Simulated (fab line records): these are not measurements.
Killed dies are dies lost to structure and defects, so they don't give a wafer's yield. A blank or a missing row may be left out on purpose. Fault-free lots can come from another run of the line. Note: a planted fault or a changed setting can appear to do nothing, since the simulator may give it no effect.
What tool caused it? / flow gf180mcu / 11 lots with 33 wafers sampled at 5 steps, on a route of 602 steps

WHAT THE GAUGES READ, wafer by wafer
GF_HV_LDD_CD_MEAS_31: target cd 400 nm.
lot=L485; measured=day 11 08:55; on=cd sem-01; cd nm (nm)=398.6 398.0 400.7
lot=L487; measured=day 12 02:53; on=cd sem-01; cd nm (nm)=395.7 398.2 397.6
lot=L491; measured=day 13 20:50; on=cd sem-01; cd nm (nm)=397.0 399.1
lot=L497; measured=day 15 14:10; on=cd sem-01; cd nm (nm)=401.3 401.5 397.7
lot=L500; measured=day 16 20:56; on=cd sem-02; cd nm (nm)=396.3 395.1 396.1
lot=L502; measured=day 17 04:49; on=cd sem-02; cd nm (nm)=401.7 400.7 402.5
lot=L503; measured=day 17 10:57; on=cd sem-02; cd nm (nm)=400.0 397.5 398.8
lot=L504; measured=day 17 20:18; on=cd sem-02; cd nm (nm)=402.5 402.0 399.1
lot=L505; measured=day 18 02:41; on=cd sem-01; cd nm (nm)=397.2 397.7 397.0
lot=L506; measured=day 18 10:03; on=cd sem-01; cd nm (nm)=400.1 399.3 400.6
lot=L508; measured=day 19 01:03; on=cd sem-01; cd nm (nm)=398.6 399.0 397.3

GF_V1_THK_MEAS_03.
lot=L485; measured=day 16 21:13; on=film metro-02; V1_CVD_02_THK (nm)=841 851 845
lot=L487; measured=day 17 20:18; on=film metro-01; V1_CVD_02_THK (nm)=855 834 853
lot=L491; measured=day 19 22:21; on=film metro-01; V1_CVD_02_THK (nm)=848 857
lot=L497; measured=day 21 19:05; on=film metro-02; V1_CVD_02_THK (nm)=832 854 843
lot=L500; measured=day 23 05:44; on=film metro-01; V1_CVD_02_THK (nm)=822 842 837
lot=L502; measured=day 23 12:40; on=film metro-04; V1_CVD_02_THK (nm)=851 864 858
lot=L503; measured=day 23 19:35; on=film metro-04; V1_CVD_02_THK (nm)=861 859 864
lot=L504; measured=day 24 04:39; on=film metro-02; V1_CVD_02_THK (nm)=847 863 864
lot=L505; measured=day 24 10:14; on=film metro-04; V1_CVD_02_THK (nm)=832 842 853
lot=L506; measured=day 24 15:19; on=film metro-01; V1_CVD_02_THK (nm)=859 851 859
lot=L508; measured=day 25 04:50; on=film metro-04; V1_CVD_02_THK (nm)=845 831 849

TOOL THAT RAN EACH LOT (tool first, then ch and the chambers of the sampled wafers, then the start)
lot=L485; GF_STI_ETCH_13=rie diel-03 ch 0,2,3, day 2 00:41; GF_STI_ETCH_14=rie si-02 ch 0,3, day 2 00:46; GF_STI_STRIP_15=plasma asher-04 ch 0,1, day 2 00:52
lot=L487; GF_STI_ETCH_13=rie diel-02 ch 0,2,3, day 2 12:41; GF_STI_ETCH_14=rie si-02 ch 0,1,3, day 2 12:46; GF_STI_STRIP_15=plasma asher-04 ch 0,1, day 2 12:50
lot=L491; GF_STI_ETCH_13=rie diel-02 ch 0,1,3, day 3 08:26; GF_STI_ETCH_14=rie si-02 ch 0,1,3, day 3 08:31; GF_STI_STRIP_15=plasma asher-01 ch 0,1, day 3 08:35
lot=L497; GF_STI_ETCH_13=rie diel-03 ch 1,3, day 4 16:17; GF_STI_ETCH_14=rie si-01 ch 0,3, day 4 16:22; GF_STI_STRIP_15=plasma asher-04 ch 0, day 4 16:26
lot=L500; GF_STI_ETCH_13=rie diel-03 ch 0,1,3, day 5 08:44; GF_STI_ETCH_14=rie si-01 ch 0,1, day 5 08:49; GF_STI_STRIP_15=plasma asher-03 ch 0,1, day 5 08:53
lot=L502; GF_STI_ETCH_13=rie diel-01 ch 0,2,3, day 5 17:35; GF_STI_ETCH_14=rie si-02 ch 0,1,2, day 5 17:42; GF_STI_STRIP_15=plasma asher-04 ch 0,1, day 5 17:46
lot=L503; GF_STI_ETCH_13=rie diel-03 ch 0,1,3, day 5 22:14; GF_STI_ETCH_14=rie si-02 ch 0,2, day 5 22:19; GF_STI_STRIP_15=plasma asher-03 ch 0,1, day 5 22:23
lot=L504; GF_STI_ETCH_13=rie diel-01 ch 1,3, day 6 04:08; GF_STI_ETCH_14=rie si-02 ch 0,2, day 6 04:13; GF_STI_STRIP_15=plasma asher-04 ch 0,1, day 6 04:19
lot=L505; GF_STI_ETCH_13=rie diel-02 ch 0,2,3, day 6 09:02; GF_STI_ETCH_14=rie si-01 ch 0,1,3, day 6 09:07; GF_STI_STRIP_15=plasma asher-04 ch 0,1, day 6 09:13
lot=L506; GF_STI_ETCH_13=rie diel-01 ch 1,2,3, day 6 14:20; GF_STI_ETCH_14=rie si-01 ch 0,1,2, day 6 14:25; GF_STI_STRIP_15=plasma asher-03 ch 0,1, day 6 14:29
lot=L508; GF_STI_ETCH_13=rie diel-01 ch 2,3, day 7 00:29; GF_STI_ETCH_14=rie si-02 ch 0,2,3, day 7 00:34; GF_STI_STRIP_15=plasma asher-04 ch 0,1, day 7 00:38
- GF_STI_ETCH_13: etches the open film in CHF3/O2, stops on Si, target depth 282.31 nm, time 112.9 s.
- GF_STI_ETCH_14: etches Si in HBr/Cl2/O2, target depth 360 nm, time 102.9 s.
- GF_STI_STRIP_15: strips in O2/N2.

AS READ BY THE TOOLS THEMSELVES (means over the sampled wafers that have a number; for cases with no such wafer, the mark the record gives instead)
GF_STI_ETCH_13.
lot=L485; tool=rie diel-03; drypump motor current A (A)=5.7; oes product au (a.u.)=0.829; rf fwd power W (W)=595.4; throttle valve pct (%)=8.819
lot=L487; tool=rie diel-02; drypump motor current A (A)=5.9; oes product au (a.u.)=0.842; rf fwd power W (W)=597.5; throttle valve pct (%)=8.815
lot=L491; tool=rie diel-02; drypump motor current A (A)=6.0; oes product au (a.u.)=0.799; rf fwd power W (W)=596.8; throttle valve pct (%)=8.807
lot=L497; tool=rie diel-03; drypump motor current A (A)=5.4; oes product au (a.u.)=0.844; rf fwd power W (W)=597.1; throttle valve pct (%)=8.808
lot=L500; tool=rie diel-03; drypump motor current A (A)=5.6; oes product au (a.u.)=0.835; rf fwd power W (W)=596.9; throttle valve pct (%)=8.810
lot=L502; tool=rie diel-01; drypump motor current A (A)=5.9; oes product au (a.u.)=0.831; rf fwd power W (W)=596.5; throttle valve pct (%)=8.805
lot=L503; tool=rie diel-03; drypump motor current A (A)=5.6; oes product au (a.u.)=0.842; rf fwd power W (W)=596.1; throttle valve pct (%)=8.805
lot=L504; tool=rie diel-01; drypump motor current A (A)=5.7; oes product au (a.u.)=0.843; rf fwd power W (W)=597.0; throttle valve pct (%)=8.811
lot=L505; tool=rie diel-02; drypump motor current A (A)=5.9; oes product au (a.u.)=0.839; rf fwd power W (W)=595.6; throttle valve pct (%)=8.815
lot=L506; tool=rie diel-01; drypump motor current A (A)=5.6; oes product au (a.u.)=0.838; rf fwd power W (W)=598.0; throttle valve pct (%)=8.806
lot=L508; tool=rie diel-01; drypump motor current A (A)=5.8; oes product au (a.u.)=0.835; rf fwd power W (W)=598.4; throttle valve pct (%)=8.809

GF_STI_ETCH_14.
lot=L485; tool=rie si-02; drypump motor current A (A)=6.3; mfc cl2 sccm (sccm)=39.97; oes product au (a.u.)=0.995; rf fwd power W (W)=595.6; throttle valve pct (%)=25.664
lot=L487; tool=rie si-02; drypump motor current A (A)=6.2; mfc cl2 sccm (sccm)=39.95; oes product au (a.u.)=1.005; rf fwd power W (W)=595.1; throttle valve pct (%)=25.657
lot=L491; tool=rie si-02; drypump motor current A (A)=6.2; mfc cl2 sccm (sccm)=40.04; oes product au (a.u.)=0.789; rf fwd power W (W)=597.4; throttle valve pct (%)=25.797
lot=L497; tool=rie si-01; drypump motor current A (A)=5.2; mfc cl2 sccm (sccm)=40.08; oes product au (a.u.)=1.002; rf fwd power W (W)=597.5; throttle valve pct (%)=25.649
lot=L500; tool=rie si-01; drypump motor current A (A)=6.1; mfc cl2 sccm (sccm)=39.77; oes product au (a.u.)=0.998; rf fwd power W (W)=594.6; throttle valve pct (%)=25.662
lot=L502; tool=rie si-02; drypump motor current A (A)=6.2; mfc cl2 sccm (sccm)=39.94; oes product au (a.u.)=1.003; rf fwd power W (W)=597.1; throttle valve pct (%)=25.648
lot=L503; tool=rie si-02; drypump motor current A (A)=6.2; mfc cl2 sccm (sccm)=40.04; oes product au (a.u.)=0.996; rf fwd power W (W)=596.1; throttle valve pct (%)=25.665
lot=L504; tool=rie si-02; drypump motor current A (A)=6.4; mfc cl2 sccm (sccm)=39.98; oes product au (a.u.)=1.000; rf fwd power W (W)=596.0; throttle valve pct (%)=25.665
lot=L505; tool=rie si-01; drypump motor current A (A)=5.7; mfc cl2 sccm (sccm)=40.00; oes product au (a.u.)=1.006; rf fwd power W (W)=598.4; throttle valve pct (%)=25.657
lot=L506; tool=rie si-01; drypump motor current A (A)=5.9; mfc cl2 sccm (sccm)=40.06; oes product au (a.u.)=1.004; rf fwd power W (W)=596.6; throttle valve pct (%)=25.654
lot=L508; tool=rie si-02; drypump motor current A (A)=6.4; mfc cl2 sccm (sccm)=39.98; oes product au (a.u.)=1.007; rf fwd power W (W)=597.6; throttle valve pct (%)=25.650

GF_STI_STRIP_15.
lot=L485; tool=plasma asher-04; drypump motor current A (A)=5.1; heater power w (W)=332; oes product au (a.u.)=0.381; strip time to endpoint s (s)=3.71
lot=L487; tool=plasma asher-04; drypump motor current A (A)=5.3; heater power w (W)=343; oes product au (a.u.)=0.386; strip time to endpoint s (s)=3.71
lot=L491; tool=plasma asher-01; drypump motor current A (A)=5.6; heater power w (W)=332; oes product au (a.u.)=0.398; strip time to endpoint s (s)=4.05
lot=L497; tool=plasma asher-04; drypump motor current A (A)=5.0; heater power w (W)=328; oes product au (a.u.)=0.385; strip time to endpoint s (s)=3.81
lot=L500; tool=plasma asher-03; drypump motor current A (A)=5.6; heater power w (W)=296; oes product au (a.u.)=0.381; strip time to endpoint s (s)=3.70
lot=L502; tool=plasma asher-04; drypump motor current A (A)=5.2; heater power w (W)=339; oes product au (a.u.)=0.380; strip time to endpoint s (s)=3.72
lot=L503; tool=plasma asher-03; drypump motor current A (A)=5.6; heater power w (W)=300; oes product au (a.u.)=0.383; strip time to endpoint s (s)=3.72
lot=L504; tool=plasma asher-04; drypump motor current A (A)=5.1; heater power w (W)=334; oes product au (a.u.)=0.389; strip time to endpoint s (s)=3.78
lot=L505; tool=plasma asher-04; drypump motor current A (A)=5.1; heater power w (W)=336; oes product au (a.u.)=0.376; strip time to endpoint s (s)=3.66
lot=L506; tool=plasma asher-03; drypump motor current A (A)=5.3; heater power w (W)=316; oes product au (a.u.)=0.381; strip time to endpoint s (s)=3.70
lot=L508; tool=plasma asher-04; drypump motor current A (A)=5.1; heater power w (W)=337; oes product au (a.u.)=0.384; strip time to endpoint s (s)=3.69

THE ANSWER, worked out from the rows above alone
Rule: the usual values come from the lots themselves. The widest of any qualifying gaps counts: lots, ordered by their means at a reading, are off when they make up no more than a third of the lots, leave a main group of 4 or more, and stand apart from it by 3 or more times the standard deviation of that group's means. Not used: any main group whose means are identical at the precision the tables above print for the reading. Also off: a lot with no number at a reading for which 4 or more lots have one. Any other lot the step has rows for is counted as sound. Order of review: gauges by route order, followed by the tools' own readings, for which a lot's mean as printed above is used. At the first step where some lot is off, the reading lying furthest off is the one used; lots without a number count as furthest.
Off, at GF_STI_ETCH_13 on oes product au: L491. For the main group the mean is 0.838 a.u. and the standard deviation 0.0049.
A tool fits if, at that step or a process step before it, it ran every lot that is off, and no sound lot after the first of them. None of those tried fits.

WHAT HAD BEEN PUT IN BY THE SIMULATOR
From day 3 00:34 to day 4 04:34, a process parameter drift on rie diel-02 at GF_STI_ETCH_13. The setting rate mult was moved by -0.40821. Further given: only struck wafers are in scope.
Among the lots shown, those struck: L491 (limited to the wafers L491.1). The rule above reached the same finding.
